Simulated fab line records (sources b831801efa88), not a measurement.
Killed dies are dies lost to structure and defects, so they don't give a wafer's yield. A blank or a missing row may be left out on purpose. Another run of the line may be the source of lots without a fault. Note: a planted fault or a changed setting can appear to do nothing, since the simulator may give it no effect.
fab line records    flow sky130
[record] lots = 10  wafers = 30  lastDay = 48
route steps=708 shown VIA2@530 METAL3@536 CAPM@551 VIA3@589 PAD_OPEN@708
lots with no fault: from the same line, run without faults
startH: the number of hours between the record's first day and the start of the first shown wafer of the lot    waitH: time in hours since the lot's previous step    " unchanged from the row above    L1.1+2: one row covering several wafers at once    - no value, or no start given    * or withheld: withheld    < > ~ a bound
route shown NAME@n: a module of which the file shows steps, and the number in the route of the first    usual: average and standard deviation across the fault-free wafers    same: alike in all rows    chamber/n: place in a boat    sites: each site's reading    _std_site: their standard deviation    _edge_site: outer sites' mean less inner sites'    radiusMm: for every site, how far away it sits from the centre of the wafer    mask NAME#n: copy n    behind: the tool/chamber that last shaped the wafer    hold: the reason the lot was held/the length of the hold in hours/how it ended    device: which transistor (n, p or np) failed to switch    end of line: the tests these same wafers got at the end of their route    step lacking rows: just its recipe    killed: dies lost to structure and defects at the first sort, not the wafer's yield    map: a wafer's dies, x killed, . not, _ none there
set.NAME: the setting that was run; set.NAME@STEP: the one run at that earlier step    model.NAME: the simulator's own value behind a step, which no gauge read
steps of the route over a sample of lots; a table a step, a row a wafer
services: the hour from which a tool's chamber was out of use, counted from the record's first day as startH (under 0 if before that day), plus the number of hours and why
[[steps]]
[step SKY_VIA2_THK_MEAS_23]
[recipe] thkMeasGauge = xrf  reads = W_of_VIA2_CVD_21
[usual] VIA2_W_THK = 416/5.8
lot.wafer  tool          chamber  startH  waitH  VIA2_W_THK[nm]
L817.1     filmMetro-01  -        847.71  0.1    421
L817.4     "             -        "       "      422
L817.6     "             -        "       "      432
L820.3     filmMetro-01  -        874.10  0.1    417
L820.4     "             -        "       "      422
L820.6     "             -        "       "      416
L821.2     filmMetro-01  -        879.15  0.1    418
L821.3     "             -        "       "      422
L821.4     "             -        "       "      420
L823.3     filmMetro-03  -        897.01  0.1    415
L823.5     "             -        "       "      415
L823.6     "             -        "       "      416
L824.2     filmMetro-01  -        898.37  0.1    419
L824.4     "             -        "       "      416
L824.6     "             -        "       "      415
L825.2     filmMetro-01  -        904.05  0.1    413
L825.4     "             -        "       "      414
L825.5     "             -        "       "      411
L826.2     filmMetro-01  -        910.40  0.1    415
L826.4     "             -        "       "      414
L826.5     "             -        "       "      417
L829.1     filmMetro-01  -        931.55  0.1    419
L829.3     "             -        "       "      418
L829.4     "             -        "       "      421
L830.2     filmMetro-03  -        943.85  0.1    417
L830.3     "             -        "       "      416
L830.4     "             -        "       "      409
L831.3     filmMetro-03  -        947.19  0.1    412
L831.4     "             -        "       "      414
L831.5     "             -        "       "      413
[step SKY_METAL3_SPUTTER_04]
[recipe] material = TiN  targetThkNm = 70  powerW = 6500  timeS = 58.3  chamberPressurePa = 0.4
[usual] throttleValvePct = 30.2/1.2
lot.wafer  tool           chamber  startH  waitH  throttleValvePct
L817.1     pvdSputter-04  -        848.17  0.0    29.7
L817.4     "              -        "       "      29.9
L817.6     "              -        "       "      28.5
L820.3     pvdSputter-02  -        874.55  0.0    28.9
L820.4     "              -        "       "      30.7
L820.6     "              -        "       "      29.1
L821.2     pvdSputter-01  -        879.60  0.0    28.2
L821.3     "              -        "       "      31.4
L821.4     "              -        "       "      30.2
L823.3     pvdSputter-02  -        897.45  0.0    28.8
L823.5     "              -        "       "      29.6
L823.6     "              -        "       "      30.8
L824.2     pvdSputter-02  -        898.82  0.0    28.9
L824.4     "              -        "       "      30.7
L824.6     "              -        "       "      30.3
L825.2     pvdSputter-02  -        904.51  0.0    30.5
L825.4     "              -        "       "      29.3
L825.5     "              -        "       "      30.9
L826.2     pvdSputter-04  -        910.86  0.0    29.6
L826.4     "              -        "       "      28.6
L826.5     "              -        "       "      29.7
L829.1     pvdSputter-02  -        932.01  0.0    29.0
L829.3     "              -        "       "      30.6
L829.4     "              -        "       "      29.2
L830.2     pvdSputter-02  -        944.30  0.0    30.6
L830.3     "              -        "       "      29.3
L830.4     "              -        "       "      29.3
L831.3     pvdSputter-02  -        947.64  0.0    30.9
L831.4     "              -        "       "      29.1
L831.5     "              -        "       "      28.6
[step SKY_CAPM_STRIP_14]
[recipe] chemistry = O2/N2  powerW = 1400  pressureMtorr = 1500  platenTempC = withheld  o2FlowSccm = 3000  n2FlowSccm = 300  overashFraction = 0.5
[usual] drypumpMotorCurrentA = 5.56/0.19  o2FlowSccm = 3000/9.1  oesProductAu = 0.710/0.0042  stripTimeToEndpointS = 12.65/0.057
lot.wafer  tool            chamber  startH  waitH  drypumpMotorCurrentA  o2FlowSccm  oesProductAu  rfHoursCounterH  stripTimeToEndpointS
L817.1     plasmaAsher-01  1        874.41  0.1    5.93                  3002        0.708         13               12.69
L817.4     "               0        "       "      5.44                  2993        0.703         -                12.59
L817.6     "               0        "       "      5.45                  2987        0.709         -                12.68
L820.3     plasmaAsher-01  1        899.97  0.1    5.98                  3003        0.703         -                12.81
L820.4     "               0        "       "      5.45                  2999        0.709         -                12.65
L820.6     "               1        "       "      5.93                  3010        0.706         -                12.68
L821.2     plasmaAsher-02  0        904.89  0.1    5.38                  3000        0.708         109              12.61
L821.3     "               0        "       "      5.37                  2994        0.702         -                12.67
L821.4     "               1        "       "      5.57                  3003        0.709         -                12.67
L823.3     plasmaAsher-02  0        922.97  0.1    5.37                  3012        0.717         -                12.75
L823.5     "               1        "       "      5.59                  3007        0.704         -                12.78
L823.6     "               0        "       "      5.37                  3007        0.711         -                12.63
L824.2     plasmaAsher-04  1        924.44  0.1    5.44                  2999        0.708         80               12.60
L824.4     "               0        "       "      5.69                  2990        0.715         -                12.61
L824.6     "               1        "       "      5.44                  3002        0.718         -                12.62
L825.2     plasmaAsher-02  1        929.51  0.1    5.60                  2986        0.713         112              12.67
L825.4     "               0        "       "      5.35                  2990        0.714         -                12.65
L825.5     "               1        "       "      5.60                  2992        0.709         -                12.52
L826.2     plasmaAsher-02  1        936.19  0.1    5.60                  2996        0.713         113              12.68
L826.4     "               0        "       "      5.39                  2993        0.716         -                12.66
L826.5     "               0        "       "      5.37                  2991        0.707         -                12.67
L829.1     plasmaAsher-02  1        956.78  0.1    5.59                  3014        0.709         115              12.71
L829.3     "               1        "       "      5.59                  3002        0.706         -                12.70
L829.4     "               0        "       "      5.36                  3017        0.712         -                12.68
L830.2     plasmaAsher-02  1        969.31  0.1    5.60                  3000        0.706         116              12.62
L830.3     "               1        "       "      5.59                  3007        0.702         -                12.65
L830.4     "               0        "       "      5.35                  2996        0.716         -                12.63
L831.3     plasmaAsher-04  0        972.19  0.1    5.66                  2994        0.711         -                12.61
L831.4     "               1        "       "      5.41                  2992        0.705         -                12.69
L831.5     "               1        "       "      5.45                  2994        0.707         -                12.69
[step SKY_METAL3_METAL_ETCH_18]
[recipe] targetDepthA = 8450  stopOn = SiO2  overEtchFrac = 0.3  timeS = 183.1  chemistry = Cl2/BCl3  resistSidewallDeg = 88  pressureMtorr = 10  icpW = 900  biasW = 48.5  Cl2_flow_sccm = 60  bcl3FlowSccm = 30
[usual] bcl3FlowSccm = 30.00/0.092  drypumpMotorCurrentA = 5.6/0.35  mfcCl2Sccm = 59.98/0.19  oesProductAu = 0.866/0.0064  throttleValvePct = 22.265/0.0093
lot.wafer  tool         chamber  startH  waitH  bcl3FlowSccm  drypumpMotorCurrentA  mfcCl2Sccm  oesProductAu  rfHoursCounterH  throttleValvePct
L817.1     rieMetal-02  1        900.30  0.0    29.98         5.8                   60.46       0.873         5                22.267
L817.4     "            0        "       "      30.00         5.5                   60.12       0.868         -                22.267
L817.6     "            0        "       "      29.89         5.5                   60.10       0.865         -                22.274
L820.3     rieMetal-01  1        925.60  0.1    29.87         5.4                   59.89       0.855         -                22.271
L820.4     "            0        "       "      29.87         5.5                   59.81       0.861         -                22.258
L820.6     "            1        "       "      29.85         5.4                   59.89       0.868         -                22.267
L821.2     rieMetal-01  0        930.89  0.0    29.85         5.5                   60.04       0.868         11               22.260
L821.3     "            1        "       "      30.03         5.4                   59.78       0.864         -                22.251
L821.4     "            0        "       "      29.94         5.5                   59.76       0.864         -                22.259
L823.3     rieMetal-02  0        948.00  0.1    30.18         5.5                   59.75       0.867         -                22.262
L823.5     "            1        "       "      30.10         5.8                   60.15       0.866         -                22.252
L823.6     "            0        "       "      30.18         5.4                   59.73       0.871         -                22.265
L824.2     rieMetal-02  1        949.79  0.0    29.88         5.8                   59.70       0.862         7                22.273
L824.4     "            1        "       "      30.04         5.8                   59.86       0.861         -                22.251
L824.6     "            0        "       "      30.09         5.5                   59.93       0.864         -                22.267
L825.2     rieMetal-03  0        954.54  0.0    29.87         5.0                   59.96       0.859         5                22.272
L825.4     "            0        "       "      29.94         5.0                   59.74       0.865         -                22.275
L825.5     "            1        "       "      29.97         6.1                   60.07       0.870         -                22.267
L826.2     rieMetal-01  1        961.18  0.0    29.92         5.4                   60.13       0.878         7                22.277
L826.4     "            0        "       "      29.89         5.5                   59.93       0.871         -                22.285
L826.5     "            0        "       "      29.90         5.6                   60.09       0.865         -                22.259
L829.1     rieMetal-03  1        982.13  0.0    30.08         6.2                   59.78       0.864         20               22.259
L829.3     "            0        "       "      30.10         5.0                   59.89       0.866         -                22.273
L829.4     "            1        "       "      29.98         6.2                   60.03       0.875         -                22.279
L830.2     rieMetal-01  0        993.80  0.0    30.02         5.6                   59.62       0.863         15               22.271
L830.3     "            0        "       "      30.06         5.5                   59.54       0.871         -                22.270
L830.4     "            1        "       "      30.04         5.4                   59.86       0.875         -                22.247
L831.3     rieMetal-03  1        996.91  0.1    29.92         6.1                   60.04       0.846         -                22.278
L831.4     "            0        "       "      29.96         5.0                   59.98       0.862         -                22.241
L831.5     "            0        "       "      29.85         5.0                   59.84       0.864         -                22.261
[step SKY_VIA3_STRIP_16]
[recipe] chemistry = O2/N2  powerW = 1400  pressureMtorr = 1500  platenTempC = withheld  o2FlowSccm = 3000  n2FlowSccm = 300  overashFraction = 0.5
[usual] drypumpMotorCurrentA = 5.63/0.18  o2FlowSccm = 3000/9.1  oesProductAu = 0.403/0.0049  stripTimeToEndpointS = 4.148/0.026
lot.wafer  tool            chamber  startH   waitH  drypumpMotorCurrentA  o2FlowSccm  oesProductAu  rfHoursCounterH  stripTimeToEndpointS
L817.1     plasmaAsher-03  0        927.55   0.0    5.66                  2995        0.412         48               4.145
L817.4     "               0        "        "      5.67                  3009        0.394         -                4.143
L817.6     "               0        "        "      5.65                  3005        0.397         -                4.148
L820.3     plasmaAsher-03  1        952.48   0.1    5.67                  2997        0.398         -                4.102
L820.4     "               0        "        "      5.62                  3013        0.406         -                4.150
L820.6     "               1        "        "      5.66                  2997        0.399         -                4.100
L821.2     plasmaAsher-01  1        956.20   0.0    5.96                  3012        0.401         21               4.122
L821.3     "               0        "        "      5.47                  2985        0.404         -                4.116
L821.4     "               1        "        "      5.99                  3005        0.401         -                4.116
L823.3     plasmaAsher-02  0        973.23   0.1    5.34                  3025        0.404         -                4.202
L823.5     "               0        "        "      5.34                  3014        0.397         -                4.191
L823.6     "               1        "        "      5.57                  2989        0.396         -                4.149
L824.2     plasmaAsher-01  0        975.09   0.0    5.45                  2994        0.396         23               4.118
L824.4     "               1        "        "      5.97                  2989        0.411         -                4.128
L824.6     "               0        "        "      5.46                  2984        0.391         -                4.135
L825.2     plasmaAsher-01  1        980.03   0.0    5.99                  3004        0.413         24               4.133
L825.4     "               0        "        "      5.47                  2992        0.397         -                4.126
L825.5     "               0        "        "      5.46                  2993        0.404         -                4.123
L826.2     plasmaAsher-03  0        986.95   0.0    5.62                  3007        0.408         54               4.172
L826.4     "               1        "        "      5.69                  3012        0.399         -                4.143
L826.5     "               1        "        "      5.68                  2999        0.397         -                4.146
L829.1     plasmaAsher-01  1        1007.50  0.0    5.95                  2998        0.404         26               4.123
L829.3     "               0        "        "      5.47                  3011        0.400         -                4.153
L829.4     "               1        "        "      5.93                  2995        0.405         -                4.165
L830.2     plasmaAsher-02  1        1018.77  0.0    5.62                  2991        0.399         121              4.120
L830.3     "               0        "        "      5.33                  2986        0.402         -                4.160
L830.4     "               1        "        "      5.61                  2977        0.406         -                4.116
L831.3     plasmaAsher-02  0        1021.93  0.1    5.39                  3007        0.407         -                4.133
L831.4     "               1        "        "      5.61                  3005        0.408         -                4.158
L831.5     "               0        "        "      5.36                  3006        0.404         -                4.137
[step SKY_PAD_OPEN_PROBE_99]
[usual] defectLimitedYield = 81.9/2  killed_at_M0_to_M3 = 43/6.5  killed_at_M4_up = 3.2/1.8  killedAtContacts = 26/5.2  killedAtFrontEnd = 16/4.8  killedAtOther = 0.3/0.6  killedDies = 89/9.6  killedOpen = 48/7.1  killedShort = 40/6.4  sort_bin_3_pad_short = 0.9/0.37  sort_bin_5_function = 10.7/1.4  sort_bin_6_memory = 6.5/1.2  sortNPass = 403/9.6  sortYieldPct = 81.9/2
[same] grossDies = 492  killedAtBackSide = 0  sort_bin_4_leakage[%] = 0  sort_bin_8_speed[%] = 0
lot.wafer  tool       chamber  startH   waitH  defectLimitedYield[%]  killed_at_M0_to_M3  killed_at_M4_up  killedAtContacts  killedAtFrontEnd  killedAtOther  killedDies  killedOpen  killedShort  sort_bin_3_pad_short[%]  sort_bin_5_function[%]  sort_bin_6_memory[%]  sortNPass  sortYieldPct[%]
L821.2     prober-02  -        1099.98  0.1    81.5                   37                  8                31                15                0              91          55          36           1.0                      11.2                    6.3                   401        81.5
L821.3     prober-02  -        1100.03  0.2    78.9                   47                  3                35                19                0              104         52          52           1.2                      12.4                    7.5                   388        78.9
L821.4     prober-02  -        1100.08  0.2    84.6                   37                  3                23                13                0              76          49          27           0.4                      10.2                    4.9                   416        84.6
L826.2     prober-02  -        1126.61  0.1    85.0                   36                  5                23                10                0              74          40          34           0.8                      8.5                     5.7                   418        85.0
L826.4     prober-02  -        1126.71  0.2    83.1                   42                  4                23                14                0              83          44          39           1.0                      9.3                     6.5                   409        83.1
L826.5     prober-02  -        1126.76  0.2    85.4                   35                  4                18                14                1              72          39          32           0.8                      8.9                     4.9                   420        85.4
L830.2     prober-02  -        1151.79  0.1    77.8                   56                  4                27                22                0              109         65          43           1.4                      11.0                    9.8                   383        77.8
L830.3     prober-02  -        1151.84  0.2    82.1                   47                  0                21                20                0              88          44          44           0.6                      10.2                    7.1                   404        82.1
L830.4     prober-02  -        1151.89  0.2    78.0                   43                  3                28                34                0              108         56          50           0.8                      12.4                    8.7                   384        78.0
L831.3     prober-01  -        1154.16  0.2    79.3                   55                  4                32                11                0              102         56          46           1.0                      14.2                    5.5                   390        79.3
L831.4     prober-01  -        1154.21  0.2    82.5                   47                  0                23                16                0              86          48          38           0.4                      10.0                    7.1                   406        82.5
L831.5     prober-01  -        1154.26  0.2    85.4                   44                  1                16                11                0              72          39          32           0.8                      9.3                     4.5                   420        85.4
// killed by level:class
L821.2 CONTACT:geometricParticle:open=11 LI_CONTACT:geometricParticle:open=9 VIA2:geometricParticle:open=8 VIA1:geometricParticle:open=7 FIELD_ISO:geometricParticle:open=6 METAL4:geometricParticle:short=6 FIELD_ISO:geometricParticle:short=4 LOCAL_INTERCONNECT:geometricParticle:short=4
L821.3 CONTACT:geometricParticle:open=10 METAL2:geometricParticle:short=9 VIA1:geometricParticle:open=8 LI_CONTACT:geometricParticle:open=8 LOCAL_INTERCONNECT:geometricParticle:short=7 METAL1:geometricParticle:short=6 VIA2:geometricParticle:open=6 POLY_GATE:geometricParticle:short=5
L821.4 LI_CONTACT:geometricParticle:open=11 VIA1:geometricParticle:open=8 VIA3:geometricParticle:open=8 CONTACT:geometricParticle:open=7 METAL1:geometricParticle:short=6 VIA2:geometricParticle:open=4 POLY_CUT:geometricParticle:open=3 METAL4:geometricParticle:short=3
L826.2 VIA3:geometricParticle:open=9 CONTACT:geometricParticle:short=7 VIA2:geometricParticle:open=7 POLY_GATE:geometricParticle:short=6 LI_CONTACT:geometricParticle:open=6 VIA1:geometricParticle:open=6 METAL4:geometricParticle:short=5 CONTACT:geometricParticle:open=4
L826.4 CONTACT:geometricParticle:open=9 VIA1:geometricParticle:short=8 LI_CONTACT:geometricParticle:open=6 FIELD_ISO:geometricParticle:short=5 VIA1:geometricParticle:open=5 METAL2:geometricParticle:short=5 VIA2:geometricParticle:open=5 FIELD_ISO:geometricParticle:open=4
L826.5 VIA1:geometricParticle:open=11 VIA1:geometricParticle:short=9 FIELD_ISO:geometricParticle:open=6 LI_CONTACT:geometricParticle:open=6 VIA3:geometricParticle:open=5 LOCAL_INTERCONNECT:geometricParticle:short=4 CONTACT:geometricParticle:open=4 METAL2:geometricParticle:short=3
L830.2 VIA1:geometricParticle:open=15 LI_CONTACT:geometricParticle:open=10 VIA2:geometricParticle:open=9 FIELD_ISO:geometricParticle:open=8 CONTACT:geometricParticle:open=7 VIA3:geometricParticle:open=7 CONTACT:geometricParticle:short=6 METAL1:geometricParticle:short=6
L830.3 VIA1:geometricParticle:open=10 METAL2:geometricParticle:short=8 FIELD_ISO:geometricParticle:short=7 CONTACT:geometricParticle:open=7 VIA2:geometricParticle:open=6 VIA3:geometricParticle:short=6 LI_CONTACT:geometricParticle:open=5 FIELD_ISO:geometricParticle:open=4
L830.4 CONTACT:geometricParticle:open=10 FIELD_ISO:geometricParticle:short=8 VIA2:geometricParticle:open=8 FIELD_ISO:geometricParticle:open=7 POLY_GATE:geometricParticle:open=7 CONTACT:geometricParticle:short=7 VIA1:geometricParticle:open=7 POLY_GATE:geometricParticle:short=6
L831.3 VIA1:geometricParticle:open=13 CONTACT:geometricParticle:open=12 METAL1:geometricParticle:short=9 LOCAL_INTERCONNECT:geometricParticle:short=7 VIA1:geometricParticle:short=7 VIA3:geometricParticle:open=7 VIA2:geometricParticle:open=7 LI_CONTACT:geometricParticle:open=6
L831.4 LI_CONTACT:geometricParticle:open=11 VIA1:geometricParticle:open=7 VIA2:geometricParticle:open=7 CONTACT:geometricParticle:open=6 METAL1:geometricParticle:short=6 METAL2:geometricParticle:short=6 POLY_GATE:geometricParticle:short=5 VIA3:geometricParticle:open=5
L831.5 VIA3:geometricParticle:open=8 VIA1:geometricParticle:open=8 CONTACT:geometricParticle:open=7 LI_CONTACT:geometricParticle:open=4 METAL3:geometricParticle:short=4 CONTACT:geometricParticle:short=4 METAL1:geometricParticle:open=4 METAL1:geometricParticle:short=4
[[services]]
tool            chamber  startH   hours  kind
pvdSputter-02   -        825.97   2.5    repair
rieMetal-03     0        828.26   -      clean
rieMetal-03     0        828.26   20.5   scheduledDown
rieMetal-03     0        828.26   20.5   ventCycle
rieMetal-02     0        833.39   -      clean
rieMetal-02     0        833.39   18.3   scheduledDown
rieMetal-02     0        833.39   18.3   ventCycle
pvdSputter-04   -        857.11   7.0    repair
pvdSputter-02   -        866.86   5.3    repair
pvdSputter-01   -        871.03   0.7    repair
plasmaAsher-04  -        901.04   14.6   pm
rieMetal-01     -        901.46   0.3    repair
plasmaAsher-03  -        930.47   0.9    repair
plasmaAsher-01  -        930.95   2.0    repair
pvdSputter-04   -        938.77   1.9    repair
plasmaAsher-03  -        956.29   2.8    pm
pvdSputter-04   -        1019.20  2.7    repair
pvdSputter-02   -        1019.45  3.2    repair
[[key]]
[firstSign] step = SKY_METAL3_METAL_ETCH_18  reading = oesProductAu  direction = down  sigmas = 3.1  usual = 0.866  struck = 0.846
effect none on later readings
metAt SKY_METAL3_SPUTTER_04
struckLots L831
struckWafers L831.3
notActingAt SKY_VIA2_THK_MEAS_23,SKY_CAPM_STRIP_14,SKY_VIA3_STRIP_16
onsetBetween 944.30 947.64
[fault] kind = processParameterDrift  tool = pvdSputter-02  chamber = -  onsetH = 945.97  steps = SKY_METAL3_SPUTTER_04  channel = targetThkNm  offset = -33.851  shape = step  endH = 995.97  scope = struckWafersOnly  actsIn = theseRecipesOnly  stated = 70
